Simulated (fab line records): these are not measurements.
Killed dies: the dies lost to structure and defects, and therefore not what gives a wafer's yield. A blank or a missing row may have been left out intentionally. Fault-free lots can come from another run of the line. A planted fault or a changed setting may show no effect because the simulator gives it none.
8D (eight disciplines) problem report, filled in by code || flow gf180mcu || the parts of the form that need people (team, actions taken, sign-off) are left out

== 1. WHAT IS WRONG ==
HV_LDD_3_TW at GF_HV_LDD_TW_MEAS_38 reads a mean of 1480 on 2 wafers of 2 lots; wafers without a fault read 1438 with a standard deviation of 7.3. That puts it +5.8 standard deviations away from the usual mean.
The first sign was on wafer L616.5 at day 17 15:14, on film-metro-02. The record holds 29 wafers of 10 lots with a number at this step. By rule, "out" or "out of limits" means more than 4 standard deviations away from the usual mean. All remaining wafers that have a number are taken as sound.

== 2. WHAT IT IS; WHAT IT IS NOT ==
{"question": "which readings at this step", "is": "HV_LDD_3_TW", "is not": "-"}
{"question": "which lots", "is": "L616, L620", "is not": "L602, L603, L604, L605, L607, L608, L609, L621"}
{"question": "which wafers of those lots", "is": "L616.5, L620.2", "is not": "L616.3, L620.1, L620.3"}
{"question": "read on which gauges", "is": "film-metro-02", "is not": "film-metro-01, film-metro-03"}
{"question": "when", "is": "from day 17 15:14", "is not": "up to then (22 sound wafers); but 5 sound wafers of L620, L621 came after"}

== 3. SUSPECTS, AND WHAT RULES EACH OUT ==
Counting: a tool at a process step up to the reading stays a suspect if it ran every lot that is out. Sound lots after the first of them don't rule it out here, since some wafers of a struck lot are sound.
- the gauge at GF_HV_LDD_TW_MEAS_38 has been ruled out. All the wafers that are out were read on film-metro-02, but those of them that GF_HV_LDD_IMPLANT_36 has rows for are out there too, on other tools.
- implanter-03 at GF_HV_LDD_IMPLANT_36: kept. It processed each lot that is out (first: L616, day 17 15:01); up to then, its last sound lot is L604 (day 13 10:56). Its own beam-on-s, faraday-current-uA readings are out on those wafers.
Left after counting: implanter-03 at GF_HV_LDD_IMPLANT_36.

== 4. THE CAUSE (what the simulator had put in) ==
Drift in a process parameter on implanter-03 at GF_HV_LDD_IMPLANT_36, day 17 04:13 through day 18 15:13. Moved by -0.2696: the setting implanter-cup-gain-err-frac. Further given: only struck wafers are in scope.
This tool alone remained once counting was done.

== 5. THE CHAIN OF EFFECTS, in route order ==
One row per reading whose mean, taken over the struck wafers that have a number, lies over 3 standard deviations from the usual. Readings are gone through only where the record gives a usual standard deviation; hours: the median, over the lots, of the time from a lot's start at the first step in this table giving one to that lot's start at this step; sigmas: the change measured in usual standard deviations.
{"hours": 0, "step": "GF_HV_LDD_IMPLANT_36", "reading": "beam-on-s", "usual": "9.97 s", "on struck wafers": 13.57, "change": "+3.60", "sigmas": "+18"}
{"hours": 0, "step": "GF_HV_LDD_IMPLANT_36", "reading": "faraday-current-uA", "usual": 42.4, "on struck wafers": 31.1, "change": -11.3, "sigmas": -13}
{"hours": 0, "step": "GF_HV_LDD_TW_MEAS_38", "reading": "HV_LDD_3_TW", "usual": 1438, "on struck wafers": 1480, "change": "+42", "sigmas": "+5.8"}
{"hours": 24, "step": "GF_HV_LDD_RS_MEAS_53", "reading": "HV_LDD_RS", "usual": "418.3 ohm/sq", "on struck wafers": 411.2, "change": -7.1, "sigmas": -7.2}
Process steps it contains:
- GF_HV_LDD_IMPLANT_36

== 6. WHAT WOULD HAVE CAUGHT IT SOONER ==
The first out-of-limits reading at a measuring or inspecting step in this record came at day 17 15:14, 11 hours after the fault's start at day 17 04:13.
At GF_HV_LDD_IMPLANT_36, the tool's own readings (beam-on-s, faraday-current-uA) were out on each struck wafer the step has a row for, so an alarm limit on them would have fired on the first such wafer.
Among the 2 lots that are out, L620 began GF_HV_LDD_IMPLANT_36 on implanter-03 after day 17 15:14. Holding the tool at that time would have saved it.
